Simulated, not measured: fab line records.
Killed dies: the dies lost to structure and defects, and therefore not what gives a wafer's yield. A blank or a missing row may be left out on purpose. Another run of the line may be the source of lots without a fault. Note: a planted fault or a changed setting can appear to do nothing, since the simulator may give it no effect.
What tool caused it? :: flow gf180mcu :: 11 lots with 33 wafers sampled at 2 steps, on a route of 602 steps

WHAT THE GAUGES READ, wafer by wafer
GF_NWELL_TW_MEAS_11.
lot: L781
measured: day 3 17:32
on: film-metro-01
NWELL_TW: 1594 1596 1590

lot: L782
measured: day 4 01:36
on: film-metro-03
NWELL_TW: 1558 1559 1552

lot: L783
measured: day 4 01:58
on: film-metro-01
NWELL_TW: 1586 1591 1584

lot: L785
measured: day 4 13:38
on: film-metro-01
NWELL_TW: 1594 1588 1587

lot: L786
measured: day 4 19:12
on: film-metro-02
NWELL_TW: 1572 1556 1564

lot: L787
measured: day 5 02:17
on: film-metro-01
NWELL_TW: 1592 1592 1591

lot: L791
measured: day 5 21:45
on: film-metro-03
NWELL_TW: 1330 1323 1320

lot: L792
measured: day 6 02:56
on: film-metro-03
NWELL_TW: 1554 1550 1551

lot: L795
measured: day 6 18:47
on: film-metro-01
NWELL_TW: 1334 1336 1340

lot: L801
measured: day 8 04:20
on: film-metro-03
NWELL_TW: 1556 1566 1555

lot: L802
measured: day 8 07:50
on: film-metro-03
NWELL_TW: 1556 1553 1563

EACH LOT AND THE TOOL THAT RAN IT (in order: tool; ch and the chambers of the sampled wafers; start)
lot: L781
GF_NWELL_IMPLANT_08: implanter-01 ch 0, day 3 17:09

lot: L782
GF_NWELL_IMPLANT_08: implanter-04 ch 0, day 4 01:14

lot: L783
GF_NWELL_IMPLANT_08: implanter-01 ch 0, day 4 01:36

lot: L785
GF_NWELL_IMPLANT_08: implanter-04 ch 0, day 4 13:15

lot: L786
GF_NWELL_IMPLANT_08: implanter-02 ch 0, day 4 18:48

lot: L787
GF_NWELL_IMPLANT_08: implanter-04 ch 0, day 5 01:50

lot: L791
GF_NWELL_IMPLANT_08: implanter-04 ch 0, day 5 21:21

lot: L792
GF_NWELL_IMPLANT_08: implanter-02 ch 0, day 6 02:32

lot: L795
GF_NWELL_IMPLANT_08: implanter-04 ch 0, day 6 18:23

lot: L801
GF_NWELL_IMPLANT_08: implanter-02 ch 0, day 8 03:56

lot: L802
GF_NWELL_IMPLANT_08: implanter-02 ch 0, day 8 07:26
- GF_NWELL_IMPLANT_08

THE ANSWER, worked out from the rows above alone
Rule: the lots themselves supply what counts as usual. Put in order of their means at a reading, lots are off if they are a third of the lots or fewer, leave a main group of 4 or more, and stand apart from it by a gap of 3 or more times the standard deviation of the main group's means; of several such gaps the widest counts. The tables above print the reading to a certain number of digits; a main group whose means all agree to those digits is not used. A lot without any number at a reading at which 4 lots or more have one is off too. The other lots that the step has rows for count as sound.
Off: L791, L795, at GF_NWELL_TW_MEAS_11 (NWELL_TW). Main group: mean 1572, sd 17.
If a tool, at a process step before that reading, ran all the lots that are off and no sound lot after the first of them, it fits. Those tools and the gauges at GF_NWELL_TW_MEAS_11 are tried in the same way. One fits: GF_NWELL_IMPLANT_08 on implanter-04. A fault onset in the window from L787 (day 5 01:50, its last sound lot) to L791 (day 5 21:21, its first lot off) fits.

WHAT WAS PUT IN BY THE SIMULATOR
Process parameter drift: implanter-04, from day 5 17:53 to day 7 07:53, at GF_NWELL_IMPLANT_08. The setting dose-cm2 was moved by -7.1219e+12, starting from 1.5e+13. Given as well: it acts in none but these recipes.
Shown lots that were struck: L791, L795. The rule above found the same.
